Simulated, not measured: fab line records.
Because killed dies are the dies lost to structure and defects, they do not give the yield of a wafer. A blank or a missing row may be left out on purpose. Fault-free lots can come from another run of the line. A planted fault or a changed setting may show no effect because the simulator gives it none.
The same fault as seen by 2 desks | flow sfq_line | every desk sees just its own numbers, and what lay behind them comes last

## AT THE TOOL OWNER'S DESK: cmp-02
The tool's own readings at SFQ_TRILAYER_I0_CMP_CMP_028 (polishes SiO2): means of the sampled wafers that have a number, for each lot that ran on this tool. If a lot's mean is further than 4 standard deviations from the usual mean, the lot is out of limits and carries the mark OUT (the distance appears in the brackets).
Columns: A = motor_current_A at SFQ_TRILAYER_I0_CMP_CMP_028, usual 10.1 A; B = time_to_endpoint_s at SFQ_TRILAYER_I0_CMP_CMP_028, usual 216 s
lot  | first seen here | A    | B
L374 | day 8 01:46     | 10.0 | 209
L376 | day 8 14:20     | 10.2 | 222
L377 | day 8 21:31     | 10.1 | 219
L380 | day 9 23:24     | 10.2 | 213
L382 | day 10 19:02    | 9.2  | 218
L393 | day 14 16:11    | 10.3 | 214
L395 | day 19 19:25    | 9.4  | 216
This desk's verdict: no lot among the 7 shows anything out of limits.

## FROM THE METROLOGY DESK
What the gauges read, lot by lot, whatever tool the lot ran on: means of the sampled wafers that have a number. If a lot's mean is further than 4 standard deviations from the usual mean, the lot is out of limits and carries the mark OUT (the distance appears in the brackets).
Columns: A = I0_BOW at SFQ_I0_BOW_MEAS_907, usual 0 um; B = M1_OVL at SFQ_M1_OVL_MEAS_911, usual 0 nm; C = M2_OVL at SFQ_M2_OVL_MEAS_916, usual -2 nm
lot  | first seen here | A  | B  | C
L373 | day 7 23:47     | -5 | -2 | -3
L374 | day 8 04:46     | 5  | -1 | 7
L376 | day 8 17:20     | 2  | -2 | -3
L377 | day 9 00:31     | 1  | -1 | -2
L378 | day 9 05:20     | -1 | 1  | 2
L380 | day 10 02:24    | 2  | -7 | -7
L382 | day 10 20:32    | -2 | 5  | -4
L384 | day 12 00:27    | 8  | 3  | -7
L390 | day 14 04:55    | 3  | 6  | 3
L392 | day 14 11:13    | 1  | 2  | 4
L393 | day 14 18:11    | -7 | 1  | -3
L394 | day 14 20:13    | -5 | 2  | -7
L395 | day 19 21:25    | -6 | -3 | 3
This desk's verdict: no lot among the 13 shows anything out of limits.

## BROUGHT TOGETHER
Nothing out of limits was seen by the tool owner's desk.
Nothing out of limits was seen by the metrology desk.

## WHAT HAD BEEN PUT IN BY THE SIMULATOR
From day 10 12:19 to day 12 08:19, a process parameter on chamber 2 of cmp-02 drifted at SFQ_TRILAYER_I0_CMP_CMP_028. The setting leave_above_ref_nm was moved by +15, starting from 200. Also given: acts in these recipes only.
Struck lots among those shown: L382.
